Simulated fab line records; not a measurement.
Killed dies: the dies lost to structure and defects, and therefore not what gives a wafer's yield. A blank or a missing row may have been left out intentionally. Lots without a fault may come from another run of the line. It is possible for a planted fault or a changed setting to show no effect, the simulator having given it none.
Struck lot and sound lot, side by side / flow sky130 / 15 out of 708 route steps
Sound: the wafers L468.1, L468.2, L468.4. Struck: wafers L476.2, L476.3, L476.5. The cause is named last.
Order at every step that has rows: each side's tool, ch and its chambers, its first start. Under that, the readings that differ: sound wafers / struck wafers / difference of the means / sigmas: that difference in standard deviations of wafers without a fault.
alike: same words and numbers on both sides, and readings whose means sit less than 2 such deviations apart. not compared: any withheld reading, any reading some wafer has no value for, any bound like >300 that may hide the same value, and any number with overlapping values for which the record gives no deviation.
Wherever a step has rows on one side only, a row that says differs or no value, or a row with sigmas, the two part there. Numbers that have no deviation but don't overlap get no sigmas and don't part them. Lack of a reading on every wafer of one side parts them only where that side has two or more wafers.

SKY_VIA3_STRIP_16: strips in O2/N2.
  sound on plasma-asher-01 ch 0,1, day 39 20:28; struck on plasma-asher-04 ch 0,1, day 42 07:13
  alike: drypump-motor-current-A, oes-product-au, strip-time-to-endpoint-s
  not compared: rf-hours-counter-h
then, 4 steps without rows for these wafers: SKY_VIA3_STRIP_17 (strips in post etch residue remover, time 1200 s); SKY_VIA3_CLEAN_18 (cleans in IPA, time 180 s); SKY_VIA3_CLEAN_19 (cleans in O3/DIW); SKY_VIA3_SPUTTER_20 (material TiN, target thk 20 nm, time 80 s).
SKY_VIA3_CVD_21: deposits W, target thk 390 nm, time 117.31 s.
  sound on cvd-w-02 ch 0,1, day 39 21:08; struck on cvd-w-01 ch 0,1, day 42 07:54
  alike: heater-power-w
SKY_VIA3_RS_MEAS_22: the measuring method here is four-point-probe.
  sound: film-metro-04 at day 39 21:16; struck: film-metro-04 at day 42 08:03
  alike: VIA3_W_RS
SKY_VIA3_THK_MEAS_23: measures by xrf.
  sound: film-metro-04 at day 39 21:23; struck: film-metro-04 at day 42 08:10
  alike: VIA3_W_THK
SKY_VIA3_CMP_24: polishes, stops on SiO2, t overpolish 20 s, target thk 0 nm.
  sound on cmp-01 ch 0,1,2, day 39 21:27; struck on cmp-02 ch 1,2, day 42 08:13
  alike: head-pressure-psi, motor-current-A, overpolish-run-s, time-to-endpoint-s
then, 1 step without rows for these wafers: SKY_METAL4_SPUTTER_00 (material Ti, target thk 15 nm, time 10 s).
SKY_METAL4_SPUTTER_01: material TiN, target thk 20 nm, time 16.7 s.
  sound: pvd-sputter-01 at day 39 21:46; struck: pvd-sputter-02 at day 42 08:32
  alike: cathode-dc-power-W, chamber-pressure-pa, throttle-valve-pct
then, 1 step without rows for these wafers: SKY_METAL4_SPUTTER_02 (material AlCu, target thk 735 nm, time 39.1 s).
SKY_METAL4_SPUTTER_03: material Ti, target thk 5 nm, time 3.3 s.
  sound: pvd-sputter-01 at day 39 21:50; struck: pvd-sputter-02 at day 42 08:35
  no value came back on the struck wafers for cathode-dc-power-W (W), chamber-pressure-pa (Pa), throttle-valve-pct (%); on the sound wafers cathode-dc-power-W (W) reads 2999.4 3000.4 2999.4
SKY_METAL4_SPUTTER_04: material TiN, target thk 70 nm, time 58.3 s.
  sound: pvd-sputter-01 at day 39 21:51; struck: pvd-sputter-02 at day 42 08:37
  alike: cathode-dc-power-W, chamber-pressure-pa, throttle-valve-pct
-- the record jumps here: 6 days lie between the struck wafers' starts before and after (it left off in module METAL4 and takes up again in module PAD_OPEN, whose first step shown is number 708 of the route) --
SKY_PAD_OPEN_PROBE_99:
  sound: prober-02 at day 45 22:47; struck: prober-02 at day 47 23:35
reading=defect-limited-yield (%); sound=86.0 83.1 86.4; struck=83.5 82.3 78.3; difference=-3.8; sigmas=-2
reading=killed-at-contacts; sound=18 20 19; struck=28 27 35; difference=+11; sigmas=+2
reading=killed-dies; sound=69 83 67; struck=81 87 107; difference=+19; sigmas=+2
reading=sort-n-pass; sound=423 409 425; struck=411 405 385; difference=-19; sigmas=-2
reading=sort-yield-pct (%); sound=86.0 83.1 86.4; struck=83.5 82.3 78.3; difference=-3.8; sigmas=-2
reading=model.etest.via4-chain.rc-ohm; sound=0.7854 0.8211 0.801; struck=0.9025 0.9241 0.9251; difference=+0.1147; sigmas=
  alike: killed_at_M0_to_M3, killed_at_M4_up, killed-at-front-end, killed-at-other, killed-open, killed-short, sort_bin_3_pad_short, sort_bin_5_function, sort_bin_6_memory
  not compared: model.etest.met4.rs-ohm-sq

WHERE THEY PART
Earliest at SKY_METAL4_SPUTTER_03; latest, in this record, at SKY_PAD_OPEN_PROBE_99.

WHY: whatever the simulator had introduced
Whole step skipped at SKY_METAL4_SPUTTER_03 on pvd-sputter-02, starting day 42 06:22. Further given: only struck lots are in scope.
